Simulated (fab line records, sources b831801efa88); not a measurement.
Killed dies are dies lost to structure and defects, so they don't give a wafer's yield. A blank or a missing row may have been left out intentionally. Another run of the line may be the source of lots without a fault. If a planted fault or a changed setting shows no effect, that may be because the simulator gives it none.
A struck lot beside a sound one | flow sky130 | 15 out of 708 route steps
Sound: the wafers L899.2, L899.3, L899.6. Struck: wafers L911.1, L911.4. (L911.6 of the same lot was not struck and is left out.) The cause comes at the end.
Per side, at each step with rows, come the tool, then ch with its chambers, and then its first start. Under that, the readings that differ: sound wafers | struck wafers | difference of the means | sigmas: that difference in standard deviations of wafers without a fault.
alike: words and numbers the same on both sides, and readings whose means are apart by under 2 such deviations; not compared: readings that were withheld, readings missing a value for some wafer, numbers with overlapping values and no deviation given by the record, and bounds like >300 which may hide the same value.
A row with sigmas, a row that says differs or no value, or rows on one side alone: a step with any of these is where the two part. When numbers do not overlap yet have no deviation, they are printed without sigmas and do not part them. A reading that every wafer of one side lacks parts them only if that side has two wafers or more.

SKY_FIELD_ISO_ETCH_15: etches the open film in CHF3/O2, stops on Si, target depth 180 nm, time 72 s.
  sound on rieDiel-02 ch 0,1, day 2 10:04; struck on rieDiel-02 ch 0,1, day 5 00:40
  alike: drypumpMotorCurrentA, oesProductAu, throttleValvePct
  not compared: rfHoursCounterH
SKY_FIELD_ISO_STRIP_16: strips in O2/N2.
  sound on plasmaAsher-04 ch 1, day 2 10:07; struck on plasmaAsher-03 ch 1, day 5 00:44
  alike: drypumpMotorCurrentA, o2FlowSccm, oesProductAu, stripTimeToEndpointS
  not compared: rfHoursCounterH
SKY_FIELD_ISO_ETCH_17: etches Si in HBr/Cl2/O2, target depth 342 nm, time 97.7 s.
  sound on rieSi-01 ch 1,3, day 2 10:13; struck on rieSi-02 ch 0,2, day 5 00:50
  alike: HBr_flow_sccm, drypumpMotorCurrentA, oesProductAu, throttleValvePct
  not compared: rfHoursCounterH
then, 5 steps without rows for these wafers: SKY_FIELD_ISO_WET_ETCH_18 (etches Si3N4 in H3PO4, target depth 25 nm, time 286 s); SKY_FIELD_ISO_CLEAN_19 (cleans in SC1/SC2, time 150 s); SKY_FIELD_ISO_CLEAN_20 (cleans in dHF, time 20 s); SKY_FIELD_ISO_WET_ETCH_21 (etches SiO2 in dHF, target depth 20 nm, time 400 s); SKY_FIELD_ISO_OXIDATION_22 (stabilise 600 s, purge 300 s, target thk 10 nm).
SKY_FIELD_ISO_THK_MEAS_23:
  sound on filmMetro-02 at day 2 12:11; struck on filmMetro-02 at day 5 02:40
  alike: FIELD_ISO_OXIDATION_01_THK
then, 1 step without rows for these wafers: SKY_FIELD_ISO_CVD_24 (deposits SiO2, target thk 595 nm, time 99.2 s).
SKY_FIELD_ISO_THK_MEAS_25:
  sound on filmMetro-02 at day 2 12:19; struck on filmMetro-01 at day 5 02:47
  alike: FIELD_ISO_CVD_24_THK
then, 1 step without rows for these wafers: SKY_FIELD_ISO_ANNEAL_26 (time 1800 s).
SKY_FIELD_ISO_CMP_27: polishes, stops on Si3N4, t overpolish 16 s, target thk 457.8 nm.
  sound on cmp-02 ch 0,3, day 2 13:52; struck on cmp-02 ch 1,2, day 5 04:27
reading             | sound       | struck  | difference | sigmas
timeToEndpointS (s) | 118 111 109 | 227 226 | +114       | +32
  alike: motorCurrentA, overpolishRunS
then, 1 step without rows for these wafers: SKY_FIELD_ISO_WET_ETCH_28 (etches SiO2 in dHF, target depth 23.7 nm, time 47 s).
-- the record jumps here: 44 days lie between the struck wafers' starts before and after (it left off in module FIELD_ISO and takes up again in module PAD_OPEN, whose first step shown is number 708 of the route) --
SKY_PAD_OPEN_PROBE_99:
  sound on prober-02 at day 45 20:53; struck on prober-02 at day 48 22:32
  alike: killed_at_M0_to_M3, killed_at_M4_up, killedAtContacts, killedAtFrontEnd, killedAtOther, killedDies, killedOpen, killedShort

WHERE THEY PART
Only at SKY_FIELD_ISO_CMP_27, within this record. Later steps at which nothing parts them and some readings are alike: SKY_PAD_OPEN_PROBE_99.

WHY: whatever the simulator had introduced
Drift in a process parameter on cmp-02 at SKY_FIELD_ISO_CMP_27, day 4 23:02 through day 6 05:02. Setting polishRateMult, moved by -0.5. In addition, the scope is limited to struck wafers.
